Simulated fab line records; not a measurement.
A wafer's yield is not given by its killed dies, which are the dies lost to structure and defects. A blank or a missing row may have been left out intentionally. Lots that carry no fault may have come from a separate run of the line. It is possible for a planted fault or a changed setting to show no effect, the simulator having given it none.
Which of the tools did it? | flow gf180mcu | 11 lots with 33 wafers sampled at 2 steps, on a route of 602 steps

WHAT EACH GAUGE READ, for each wafer
GF_V2_THK_MEAS_01.
lot  | measured     | on            | V2_CVD_00_THK (nm)
L956 | day 18 23:35 | film_metro-03 | 598 595 590
L957 | day 19 02:01 | film_metro-03 | 596 605 601
L958 | day 19 16:31 | film_metro-04 | 606 612 616
L959 | day 20 05:04 | film_metro-04 | 600 593 591
L960 | day 20 14:42 | film_metro-01 | 593 588 596
L961 | day 20 22:00 | film_metro-04 | 602 601 596
L962 | day 21 11:31 | film_metro-01 | 601 604 598
L972 | day 25 11:09 | film_metro-04 | 604 603 594
L974 | day 25 21:08 | film_metro-01 | 589 590 591
L976 | day 26 12:38 | film_metro-03 | 594 595 588
L978 | day 26 23:07 | film_metro-03 | 599 604 596

TOOL THAT RAN EACH LOT (tool first, then ch and the chambers of the sampled wafers, then the start)
lot  | GF_V1_CVD_02
L956 | pecvd-02 ch 0,1,2, day 16 21:14
L957 | pecvd-01 ch 0,1, day 17 00:17
L958 | pecvd-01 ch 0,1, day 17 13:55
L959 | pecvd-04 ch 0,1,2, day 18 03:11
L960 | pecvd-04 ch 0,1, day 18 11:11
L961 | pecvd-02 ch 0,2, day 18 17:25
L962 | pecvd-02 ch 0,2, day 19 08:22
L972 | pecvd-01 ch 1,2, day 23 11:38
L974 | pecvd-01 ch 0,1, day 23 22:35
L976 | pecvd-02 ch 0,1,2, day 24 15:40
L978 | pecvd-02 ch 1,2, day 25 01:56
- GF_V1_CVD_02: deposits SiO2 from TEOS, target thk 850 nm, time 94.851 s.

THE ANSWER, worked out from the rows above alone
Rule: what is usual is taken from the lots themselves. The widest of any qualifying gaps counts: lots, ordered by their means at a reading, are off when they make up no more than a third of the lots, leave a main group of 4 or more, and stand apart from it by 3 or more times the standard deviation of that group's means. A main group whose means are all the same, to the digits that the tables above print for the reading, isn't used. A lot without any number at a reading at which 4 lots or more have one is off too. All remaining lots with rows at the step are treated as sound.
No lot is off at any reading shown: from this, nothing can be told.

WHAT THE SIMULATOR HAD PUT IN
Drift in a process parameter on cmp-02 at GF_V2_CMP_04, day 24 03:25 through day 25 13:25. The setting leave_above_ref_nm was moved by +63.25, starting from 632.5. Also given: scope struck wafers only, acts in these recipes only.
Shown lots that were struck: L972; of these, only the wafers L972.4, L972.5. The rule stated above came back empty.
